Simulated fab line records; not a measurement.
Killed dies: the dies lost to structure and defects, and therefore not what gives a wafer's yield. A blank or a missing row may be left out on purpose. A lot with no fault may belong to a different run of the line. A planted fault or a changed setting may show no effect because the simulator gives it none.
fab line records -- flow sky130
record: lots: 13, wafers: 39, last_day: 50
route steps=708 shown FIELD_ISO@5 VT_ADJUST_LVTN@107 SONOS_ONO@172
lots untouched by any fault: they come from a run of this same line in which no faults occurred
start_h: the number of hours between the record's first day and the start of the first shown wafer of the lot -- wait_h: time in hours since the lot's previous step -- " unchanged from the row above -- L1.1+2: a row that stands for several wafers -- - either no value or no given start -- * or withheld: withheld -- < > ~ a bound
route shown NAME@n: NAME is a module with steps in the file, n the number in the route of the first one -- usual: average and standard deviation across the fault-free wafers -- same: alike in all rows -- chamber/n: place in a boat -- sites: the reading at each site -- _std_site: their standard deviation -- _edge_site: the outer-site mean with the inner-site mean subtracted -- radius_mm: for every site, how far away it sits from the centre of the wafer -- mask NAME#n: copy n -- behind: tool/chamber where the wafer was last shaped -- hold: reason for holding the lot/hours on hold/outcome of the hold -- device: which transistor (n, p or np) failed to switch -- end of line: the same wafers' tests at the end of the route -- a step with no rows: only its recipe -- killed: dies lost to structure and defects at the first sort, not the wafer's yield -- map: the dies of a wafer, with x for killed, . for not killed, _ for no die there
set.NAME: the setting as run; set.NAME@STEP: as run at that earlier step -- model.NAME: the simulator's own value behind a step, which no gauge read
route steps across a sampled set of lots; one table per step, one row per wafer
services: when a tool's chamber went out of use (start_h, in hours from the record's first day, below 0 if earlier), for how many hours, and the reason
== steps ==
step: SKY_FIELD_ISO_THK_MEAS_04
recipe: reads: Si3N4_of_FIELD_ISO_CVD_03
usual: FIELD_ISO_CVD_03_THK: 163.9/1.8
lot.wafer,tool,chamber,start_h,wait_h,FIELD_ISO_CVD_03_THK[nm]
L493.2,film_metro-01,-,15.36,0.0,167.2
L493.3,film_metro-01,-,15.36,0.0,165.5
L493.4,film_metro-01,-,15.36,0.0,166.9
L494.2,film_metro-01,-,18.97,0.0,161.6
L494.4,film_metro-01,-,18.97,0.0,162.4
L494.5,film_metro-01,-,18.97,0.0,162.2
L495.3,film_metro-01,-,23.81,0.0,163.4
L495.4,film_metro-01,-,23.81,0.0,162.2
L495.6,film_metro-01,-,23.81,0.0,164.5
L496.2,film_metro-01,-,29.88,0.0,165.9
L496.3,film_metro-01,-,29.88,0.0,163.4
L496.4,film_metro-01,-,29.88,0.0,166.3
L497.2,film_metro-02,-,35.17,0.0,165.4
L497.4,film_metro-02,-,35.17,0.0,164.5
L497.6,film_metro-02,-,35.17,0.0,164.4
L506.1,film_metro-03,-,79.86,0.0,162.3
L506.5,film_metro-03,-,79.86,0.0,162.4
L506.6,film_metro-03,-,79.86,0.0,162.4
L507.1,film_metro-03,-,89.42,0.0,164.5
L507.2,film_metro-03,-,89.42,0.0,164.4
L507.4,film_metro-03,-,89.42,0.0,165.3
L508.1,film_metro-01,-,89.42,0.0,160.1
L508.2,film_metro-01,-,89.42,0.0,160.0
L508.6,film_metro-01,-,89.42,0.0,160.6
L509.3,film_metro-03,-,99.22,0.0,162.8
L509.5,film_metro-03,-,99.22,0.0,163.6
L509.6,film_metro-03,-,99.22,0.0,163.5
L511.1,film_metro-02,-,105.73,0.0,164.1
L511.4,film_metro-02,-,105.73,0.0,165.5
L511.5,film_metro-02,-,105.73,0.0,165.3
L510.2,film_metro-01,-,105.74,0.0,163.1
L510.3,film_metro-01,-,105.74,0.0,163.5
L510.5,film_metro-01,-,105.74,0.0,161.8
L513.1,film_metro-03,-,115.10,0.0,164.3
L513.2,film_metro-03,-,115.10,0.0,164.7
L513.5,film_metro-03,-,115.10,0.0,165.2
L516.1,film_metro-02,-,128.92,0.0,165.8
L516.2,film_metro-02,-,128.92,0.0,167.1
L516.3,film_metro-02,-,128.92,0.0,164.3
step: SKY_FIELD_ISO_THK_MEAS_25
recipe: reads: SiO2_of_FIELD_ISO_CVD_24
usual: FIELD_ISO_CVD_24_THK: 597/7.1
lot.wafer,tool,chamber,start_h,wait_h,FIELD_ISO_CVD_24_THK[nm]
L493.2,film_metro-02,-,33.39,0.0,591
L493.3,film_metro-02,-,33.39,0.0,602
L493.4,film_metro-02,-,33.39,0.0,601
L494.2,film_metro-02,-,35.92,0.0,593
L494.4,film_metro-02,-,35.92,0.0,605
L494.5,film_metro-02,-,35.92,0.0,598
L495.3,film_metro-03,-,41.76,0.1,593
L495.4,film_metro-03,-,41.76,0.1,607
L495.6,film_metro-03,-,41.76,0.1,590
L496.2,film_metro-01,-,46.66,0.0,601
L496.3,film_metro-01,-,46.66,0.0,613
L496.4,film_metro-01,-,46.66,0.0,602
L497.2,film_metro-01,-,53.02,0.0,591
L497.4,film_metro-01,-,53.02,0.0,595
L497.6,film_metro-01,-,53.02,0.0,589
L506.1,film_metro-03,-,98.62,0.0,600
L506.5,film_metro-03,-,98.62,0.0,594
L506.6,film_metro-03,-,98.62,0.0,608
L507.1,film_metro-01,-,109.12,0.0,577
L507.2,film_metro-01,-,109.12,0.0,593
L507.4,film_metro-01,-,109.12,0.0,594
L508.1,film_metro-02,-,109.12,0.0,591
L508.2,film_metro-02,-,109.12,0.0,607
L508.6,film_metro-02,-,109.12,0.0,598
L509.3,film_metro-03,-,117.96,0.1,598
L509.5,film_metro-03,-,117.96,0.1,591
L509.6,film_metro-03,-,117.96,0.1,601
L510.2,film_metro-02,-,125.71,0.0,605
L510.3,film_metro-02,-,125.71,0.0,601
L510.5,film_metro-02,-,125.71,0.0,597
L511.1,film_metro-02,-,126.70,0.0,584
L511.4,film_metro-02,-,126.70,0.0,581
L511.5,film_metro-02,-,126.70,0.0,594
L513.1,film_metro-02,-,137.22,0.0,597
L513.2,film_metro-02,-,137.22,0.0,596
L513.5,film_metro-02,-,137.22,0.0,590
L516.1,film_metro-01,-,150.35,0.0,605
L516.2,film_metro-01,-,150.35,0.0,593
L516.3,film_metro-01,-,150.35,0.0,604
step: SKY_VT_ADJUST_LVTN_TW_MEAS_10
usual: VT_ADJUST_LVTN_TW: 241.8/1
lot.wafer,tool,chamber,start_h,wait_h,VT_ADJUST_LVTN_TW
L493.2,film_metro-04,-,141.08,0.1,242.7
L493.3,film_metro-04,-,141.08,0.1,241.9
L493.4,film_metro-04,-,141.08,0.1,243.5
L494.2,film_metro-01,-,144.14,0.1,242.7
L494.4,film_metro-01,-,144.14,0.1,241.6
L494.5,film_metro-01,-,144.14,0.1,241.5
L495.3,film_metro-01,-,151.89,0.1,241.8
L495.4,film_metro-01,-,151.89,0.1,241.8
L495.6,film_metro-01,-,151.89,0.1,241.7
L496.2,film_metro-03,-,156.03,0.1,240.7
L496.3,film_metro-03,-,156.03,0.1,239.3
L496.4,film_metro-03,-,156.03,0.1,239.1
L497.2,film_metro-04,-,164.40,0.1,242.7
L497.4,film_metro-04,-,164.40,0.1,243.7
L497.6,film_metro-04,-,164.40,0.1,243.3
L506.1,film_metro-04,-,229.58,0.1,243.5
L506.5,film_metro-04,-,229.58,0.1,241.5
L506.6,film_metro-04,-,229.58,0.1,243.0
L507.1,film_metro-03,-,239.23,0.1,240.1
L507.2,film_metro-03,-,239.23,0.1,240.5
L507.4,film_metro-03,-,239.23,0.1,240.0
L508.1,film_metro-04,-,240.52,0.1,241.5
L508.2,film_metro-04,-,240.52,0.1,240.5
L508.6,film_metro-04,-,240.52,0.1,241.8
L509.3,film_metro-04,-,246.20,0.1,241.3
L509.5,film_metro-04,-,246.20,0.1,241.7
L509.6,film_metro-04,-,246.20,0.1,242.2
L511.1,film_metro-01,-,258.77,0.1,240.7
L511.4,film_metro-01,-,258.77,0.1,241.3
L511.5,film_metro-01,-,258.77,0.1,241.5
L510.2,film_metro-04,-,260.49,0.1,241.6
L510.3,film_metro-04,-,260.49,0.1,241.2
L510.5,film_metro-04,-,260.49,0.1,241.7
L513.1,film_metro-03,-,273.84,0.1,242.7
L513.2,film_metro-03,-,273.84,0.1,243.0
L513.5,film_metro-03,-,273.84,0.1,241.0
L516.1,film_metro-03,-,291.72,0.1,242.1
L516.2,film_metro-03,-,291.72,0.1,241.7
L516.3,film_metro-03,-,291.72,0.1,241.3
step: SKY_SONOS_ONO_CVD_04
recipe: material: SiO2, precursor: SiH4/N2O, target_thk_nm: 5.7199, temp_c: 900, pressure_mtorr: 400
usual: spike_tc_bottom_C: 916.2/2.2, spike_tc_centre_C: 899.5/1.1, spike_tc_lower_C: 900.8/1.1, spike_tc_top_C: 913.0/2.7, spike_tc_upper_C: 899.9/1.3, susceptor_temp_C: 900.0/0.42, zone_power_bottom_pct: 25.5/1.4, zone_power_centre_pct: 17.50/0.3, zone_power_upper_pct: 18.6/0.42
lot.wafer,tool,chamber,start_h,wait_h,spike_tc_bottom_C,spike_tc_centre_C,spike_tc_lower_C,spike_tc_top_C,spike_tc_upper_C,susceptor_temp_C,zone_power_bottom_pct,zone_power_centre_pct,zone_power_upper_pct
L493.2,lpcvd-03,0,252.03,0.0,918.3,898.3,900.3,908.2,901.3,900.4,27.8,18.05,19.1
L493.3,lpcvd-03,0,252.03,0.0,918.6,898.7,900.3,909.1,900.8,900.6,27.4,18.10,19.0
L493.4,lpcvd-03,0,252.03,0.0,918.0,898.6,900.2,910.3,900.2,900.7,27.5,17.66,19.4
L494.2,lpcvd-03,0,256.07,0.0,920.3,898.3,898.9,908.9,902.9,900.3,27.8,17.86,19.3
L494.4,lpcvd-03,0,256.07,0.0,919.3,900.3,899.2,909.5,900.7,900.5,28.0,17.71,19.2
L494.5,lpcvd-03,0,256.07,0.0,919.9,899.3,900.7,908.4,901.2,899.8,27.6,18.18,19.0
L495.3,lpcvd-03,1,263.50,0.0,916.5,899.6,901.1,912.8,897.0,899.8,24.6,16.97,18.7
L495.4,lpcvd-03,1,263.50,0.0,913.9,899.1,901.1,916.7,899.9,900.1,24.8,17.15,18.4
L495.6,lpcvd-03,1,263.50,0.0,916.0,899.2,899.4,913.7,898.7,899.3,24.8,17.66,17.9
L496.2,lpcvd-03,0,271.51,0.0,965.8,945.5,947.0,955.3,947.0,947.2,31.1,20.18,21.8
L496.3,lpcvd-03,0,271.51,0.0,965.5,946.7,945.6,954.2,946.9,947.5,31.5,19.94,21.7
L496.4,lpcvd-03,0,271.51,0.0,965.1,947.1,945.5,955.9,946.9,947.3,31.0,19.90,21.5
L497.2,lpcvd-03,1,281.40,0.0,962.2,947.5,945.1,960.3,946.0,946.5,27.4,19.38,20.5
L497.4,lpcvd-03,1,281.40,0.0,962.5,946.4,948.2,958.6,945.6,946.1,27.8,19.65,20.6
L497.6,lpcvd-03,1,281.40,0.0,961.3,945.9,948.1,961.1,945.4,946.4,27.6,19.20,20.9
L506.1,lpcvd-03,1,362.43,1.2,914.7,901.7,901.0,914.4,899.6,900.0,24.6,17.21,18.5
L506.5,lpcvd-03,1,362.43,1.2,915.1,898.7,901.1,914.4,899.0,899.9,24.9,17.22,18.3
L506.6,lpcvd-03,1,362.43,1.2,915.7,902.3,901.4,915.2,899.3,899.7,24.7,17.57,18.3
L507.1,lpcvd-03,1,371.64,0.1,915.1,899.8,901.7,914.4,900.1,899.9,24.4,17.54,18.3
L507.2,lpcvd-03,1,371.64,0.1,914.6,898.9,901.3,914.8,899.2,899.6,24.6,17.34,18.2
L507.4,lpcvd-03,1,371.64,0.1,914.8,901.8,901.8,914.0,897.8,900.2,24.7,17.11,18.3
L508.1,lpcvd-03,0,377.40,0.1,917.1,900.3,900.8,909.2,901.7,900.5,27.4,17.78,19.2
L508.2,lpcvd-03,0,377.40,0.1,918.8,900.6,899.1,910.1,900.8,900.6,27.9,17.84,19.2
L508.6,lpcvd-03,0,377.40,0.1,918.9,899.1,899.3,906.6,901.5,900.4,27.5,17.80,19.1
L509.3,lpcvd-03,0,380.24,0.0,921.2,899.2,899.7,907.9,902.5,900.6,27.6,17.83,19.0
L509.5,lpcvd-03,0,380.24,0.0,919.3,898.2,901.2,910.4,899.3,900.5,27.4,18.09,18.9
L509.6,lpcvd-03,0,380.24,0.0,918.0,898.5,900.1,908.2,901.5,900.5,27.8,17.88,19.1
L510.2,lpcvd-03,0,396.60,0.0,921.1,899.7,901.7,908.4,901.5,899.6,28.0,17.99,19.2
L510.3,lpcvd-03,0,396.60,0.0,922.2,899.5,899.3,908.9,901.8,899.7,27.4,17.95,19.3
L510.5,lpcvd-03,0,396.60,0.0,919.0,897.9,898.6,908.6,900.4,899.2,27.9,17.99,19.2
L511.1,lpcvd-03,1,396.60,0.1,913.7,899.8,899.9,915.4,899.6,900.3,24.7,17.59,18.2
L511.4,lpcvd-03,1,396.60,0.1,913.3,898.8,901.8,915.0,899.4,899.4,24.2,17.31,18.1
L511.5,lpcvd-03,1,396.60,0.1,915.1,899.6,900.8,913.5,899.4,899.7,24.6,17.35,18.2
L513.1,lpcvd-03,1,412.15,0.1,916.0,899.8,902.0,914.0,897.9,899.9,25.1,17.40,18.2
L513.2,lpcvd-03,1,412.15,0.1,915.7,897.9,899.9,914.1,899.0,900.2,24.7,17.47,18.6
L513.5,lpcvd-03,1,412.15,0.1,913.6,899.7,898.8,913.8,900.0,899.6,24.7,17.35,18.2
L516.1,lpcvd-03,1,437.47,0.1,915.2,900.8,900.6,914.6,898.6,900.0,24.8,17.39,18.3
L516.2,lpcvd-03,1,437.47,0.1,914.8,900.1,901.6,914.1,901.0,899.5,24.4,17.20,18.4
L516.3,lpcvd-03,1,437.47,0.1,914.8,901.4,901.6,914.7,900.4,899.6,24.2,17.50,18.0
step: SKY_SONOS_ONO_THK_MEAS_05
recipe: reads: SiO2_of_SONOS_ONO_CVD_04
usual: SONOS_ONO_CVD_04_THK: 5.74/0.095
lot.wafer,tool,chamber,start_h,wait_h,SONOS_ONO_CVD_04_THK[nm]
L493.2,film_metro-03,-,253.29,0.0,5.83
L493.3,film_metro-03,-,253.29,0.0,5.75
L493.4,film_metro-03,-,253.29,0.0,5.73
L494.2,film_metro-02,-,257.33,0.0,5.63
L494.4,film_metro-02,-,257.33,0.0,5.59
L494.5,film_metro-02,-,257.33,0.0,5.68
L495.3,film_metro-01,-,264.77,0.0,5.65
L495.4,film_metro-01,-,264.77,0.0,5.65
L495.6,film_metro-01,-,264.77,0.0,5.63
L496.2,film_metro-01,-,272.77,0.0,9.16
L496.3,film_metro-01,-,272.77,0.0,9.28
L496.4,film_metro-01,-,272.77,0.0,9.31
L497.2,film_metro-03,-,283.28,0.0,8.95
L497.4,film_metro-03,-,283.28,0.0,8.92
L497.6,film_metro-03,-,283.28,0.0,9.02
L506.1,film_metro-01,-,363.68,0.0,5.70
L506.5,film_metro-01,-,363.68,0.0,5.85
L506.6,film_metro-01,-,363.68,0.0,5.76
L507.1,film_metro-03,-,372.89,0.0,5.66
L507.2,film_metro-03,-,372.89,0.0,5.74
L507.4,film_metro-03,-,372.89,0.0,5.69
L508.1,film_metro-03,-,378.65,0.0,5.90
L508.2,film_metro-03,-,378.65,0.0,5.71
L508.6,film_metro-03,-,378.65,0.0,5.77
L509.3,film_metro-01,-,381.51,0.0,5.77
L509.5,film_metro-01,-,381.51,0.0,5.75
L509.6,film_metro-01,-,381.51,0.0,5.81
L511.1,film_metro-01,-,397.85,0.0,5.73
L511.4,film_metro-01,-,397.85,0.0,5.88
L511.5,film_metro-01,-,397.85,0.0,5.83
L510.2,film_metro-02,-,397.86,0.0,5.72
L510.3,film_metro-02,-,397.86,0.0,5.68
L510.5,film_metro-02,-,397.86,0.0,5.72
L513.1,film_metro-03,-,413.40,0.0,5.77
L513.2,film_metro-03,-,413.40,0.0,5.84
L513.5,film_metro-03,-,413.40,0.0,5.69
L516.1,film_metro-02,-,438.72,0.0,5.83
L516.2,film_metro-02,-,438.72,0.0,5.91
L516.3,film_metro-02,-,438.72,0.0,5.89
== services ==
tool,chamber,start_h,hours,kind
lpcvd-03,-,344.44,2.8,pm
== key ==
first_sign: step: SKY_SONOS_ONO_CVD_04, reading: susceptor_temp_C, direction: up, sigmas: 99+, usual: *, struck: *
effect: step: SKY_SONOS_ONO_CVD_04, reading: spike_tc_centre_C, direction: up, sigmas: 43, usual: 899.5, struck: 946.5
effect: step: SKY_SONOS_ONO_THK_MEAS_05, reading: SONOS_ONO_CVD_04_THK, direction: up, sigmas: 36, usual: 5.74, struck: 9.11
met_at SKY_SONOS_ONO_CVD_04
struck_lots L496,L497
sort_left_out L496.2,L496.3,L496.4
tester_left_out L496,L497
not_acting_at SKY_FIELD_ISO_THK_MEAS_04,SKY_FIELD_ISO_THK_MEAS_25,SKY_VT_ADJUST_LVTN_TW_MEAS_10
onset_between 263.50 271.51
fault: kind: process_parameter_drift, tool: lpcvd-03, chamber: -, onset_h: 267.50, steps: SKY_SONOS_ONO_CVD_04, channel: temp_c, offset: *, shape: step, end_h: 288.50, stated: *
tester_left_out: of these lots the tester's yield and bins aren't shown, on N5 and GAA mostly nor the transistor test; their killed dies are dies lost to structure and defects alone, not to doping, threshold or leakage, so they don't give the yield
sort_left_out: the simulated sort isn't trusted on such a fault, so these wafers' sort isn't shown, and their yield isn't known
